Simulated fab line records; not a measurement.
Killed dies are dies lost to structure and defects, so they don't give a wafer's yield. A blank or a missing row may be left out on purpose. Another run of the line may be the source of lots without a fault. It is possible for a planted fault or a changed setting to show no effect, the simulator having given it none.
Matching of chambers    flow sfqLine    SFQ_TRILAYER_A5B_CMP_CMP_130 on cmp-02 has 4 sister chambers
The step polishes, stops on Nb, target thk 340.7 nm. 18 wafers are shown with their chamber, then 9 later ones without.

== EACH WAFER AND ITS CHAMBER ==
wafer   chamber  motorCurrentA (A)
L349.4  0        9.9
L349.3  3        9.1
L349.5  1        10.6
L351.1  2        11.6
L351.4  3        8.4
L351.6  2        11.4
L354.2  1        9.9
L354.3  3        8.8
L354.4  2        11.1
L357.4  2        11.3
L357.5  3        8.6
L357.6  2        11.5
L358.3  1        10.4
L358.1  3        8.8
L358.6  1        10.1
L363.1  1        9.5
L363.4  2        11.4
L363.6  1        10.0

SIGNATURES, as means of the wafers listed above
reading        chamber 0  chamber 1  chamber 2  chamber 3  scatter within a chamber
motorCurrentA  9.900      10.083     11.383     8.740      0.289
Rule: for a wafer and a chamber, the distance is found by dividing, reading by reading, the gap between the wafer's reading and the chamber's mean by the reading's scatter, squaring, summing and taking the root. If the next closest chamber is less than 2 further off than the closest, the wafer can't be placed; otherwise it belongs to the closest. The scatter: the root of (the sum of the squares of (reading less its chamber's mean) over the shown wafers, divided by (wafers less chambers)).

== WAFERS WHOSE CHAMBER IS MISSING ==
wafer   motorCurrentA (A)
L364.3  11.7
L364.1  11.0
L364.6  11.4
L365.3  8.9
L365.1  11.9
L365.6  8.5
L369.1  10.1
L369.2  11.4
L369.6  10.5

== WHICH CHAMBER EACH WENT THROUGH ==
wafer   from the rows above           in truth
L364.3  2                             2
L364.1  can't be placed: 2 or 1       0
L364.6  2                             2
L365.3  3                             3
L365.1  2                             2
L365.6  3                             3
L369.1  can't be placed: 1 or 0       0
L369.2  2                             2
L369.6  can't be placed: 1 or 0 or 2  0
Correct placement for 6 of the 9. Unplaceable from these rows: 3, with the true chamber sitting among the candidates in 2. 0 placed wrongly.
